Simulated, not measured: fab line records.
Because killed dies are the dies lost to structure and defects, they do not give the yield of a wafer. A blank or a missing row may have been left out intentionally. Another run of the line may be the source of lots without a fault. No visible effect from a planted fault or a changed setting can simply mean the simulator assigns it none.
Matching of chambers ; flow gf180mcu ; GF_HV_LDD_ETCHBACK_58 on rie_diel-01 has 4 sister chambers
The step etches Si3N4 in CH3F/O2, stops on SiO2, time 100 s, target depth 90 nm. 8 wafers are shown with their chamber, then 12 later ones without.

WAFERS PAIRED WITH THEIR CHAMBERS
wafer;chamber;drypump_motor_current_A (A);throttle_valve_pct (%)
L076.3;0;5.7;10.544
L083.4;0;5.7;10.556
L085.6;2;5.8;10.561
L089.2;3;6.3;10.568
L089.4;2;5.8;10.571
L090.1;1;5.8;10.562
L090.2;3;6.4;10.567
L090.5;1;5.8;10.554

WAFERS WHOSE CHAMBER IS MISSING
wafer;drypump_motor_current_A (A);throttle_valve_pct (%)
L092.1;5.9;10.561
L092.2;5.8;10.571
L092.5;5.8;10.549
L094.1;5.8;10.553
L094.2;6.3;10.567
L094.3;5.8;10.580
L096.1;5.8;10.572
L096.2;6.3;10.568
L096.4;6.4;10.547
L097.2;5.8;10.571
L097.5;6.3;10.566
L097.6;5.9;10.574

EACH ONE'S CHAMBER
wafer;from the rows above;in truth
L092.1;can't be placed: 1 or 2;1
L092.2;can't be placed: 2 or 1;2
L092.5;can't be placed: 1 or 2 or 0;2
L094.1;can't be placed: 1 or 2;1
L094.2;3;3
L094.3;can't be placed: 2 or 1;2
L096.1;can't be placed: 2 or 1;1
L096.2;3;3
L096.4;3;3
L097.2;can't be placed: 2 or 1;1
L097.5;3;3
L097.6;can't be placed: 2 or 1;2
Correctly placed: 4 of 12. From these rows, 8 cannot be placed; in 8 the true chamber is one of the candidates. Number placed wrongly: 0.
How it was worked out, from the rows above alone: a wafer's distance from a chamber is the root of the sum, over the readings, of the square of ((its reading less the chamber's mean) divided by the reading's scatter). The wafer belongs to the nearest chamber; if the next one is less than 2 further off, it can't be placed. The mean given for a chamber averages the wafers shown for that chamber. The scatter is the square root of a quotient: the sum, over the shown wafers, of each reading's squared deviation from its chamber's mean, divided by wafers minus chambers.
